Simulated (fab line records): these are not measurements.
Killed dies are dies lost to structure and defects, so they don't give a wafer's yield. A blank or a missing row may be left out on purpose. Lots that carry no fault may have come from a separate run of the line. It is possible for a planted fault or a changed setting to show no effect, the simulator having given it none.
Matching of chambers :: flow gf180mcu :: rieDiel-04 running GF_POLY_GATE_ETCH_12: 3 sister chambers
The step etches BARC in N2/H2. 6 wafers are shown with their chamber, then 5 later ones without.

EACH WAFER AND ITS CHAMBER
wafer: L532.3
chamber: 3
drypumpMotorCurrentA (A): 5.8
h2FlowSccm (sccm): 200.9

wafer: L534.2
chamber: 1
drypumpMotorCurrentA (A): 5.3
h2FlowSccm (sccm): 199.1

wafer: L534.4
chamber: 2
drypumpMotorCurrentA (A): 5.6
h2FlowSccm (sccm): 200.2

wafer: L534.6
chamber: 1
drypumpMotorCurrentA (A): 5.4
h2FlowSccm (sccm): 199.5

wafer: L535.1
chamber: 2
drypumpMotorCurrentA (A): 5.5
h2FlowSccm (sccm): 199.6

wafer: L535.2
chamber: 3
drypumpMotorCurrentA (A): 5.8
h2FlowSccm (sccm): 199.6

WAFERS WITHOUT THEIR CHAMBER
wafer: L535.6
drypumpMotorCurrentA (A): 5.8
h2FlowSccm (sccm): 200.0

wafer: L538.1
drypumpMotorCurrentA (A): 5.4
h2FlowSccm (sccm): 199.2

wafer: L538.6
drypumpMotorCurrentA (A): 5.8
h2FlowSccm (sccm): 198.9

wafer: L541.4
drypumpMotorCurrentA (A): 5.6
h2FlowSccm (sccm): 200.7

wafer: L541.6
drypumpMotorCurrentA (A): 5.8
h2FlowSccm (sccm): 199.9

EACH ONE'S CHAMBER
wafer: L535.6
from the rows above: 3
in truth: 3

wafer: L538.1
from the rows above: can't be placed: 1 or 2
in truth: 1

wafer: L538.6
from the rows above: 3
in truth: 3

wafer: L541.4
from the rows above: can't be placed: 2 or 3
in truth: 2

wafer: L541.6
from the rows above: 3
in truth: 3
3 of 5 placed correctly. Can't be placed from these rows: 2 (the true chamber is among the candidates in 2). Number placed wrongly: 0.
How it was worked out, from the rows above alone: a wafer's distance from a chamber is the root of the sum, over the readings, of the square of ((its reading less the chamber's mean) divided by the reading's scatter). If the next closest chamber is less than 2 further off than the closest, the wafer can't be placed; otherwise it belongs to the closest. For every chamber, the mean is computed from those of its wafers that are shown. The scatter: the root of (the sum of the squares of (reading less its chamber's mean) over the shown wafers, divided by (wafers less chambers)).
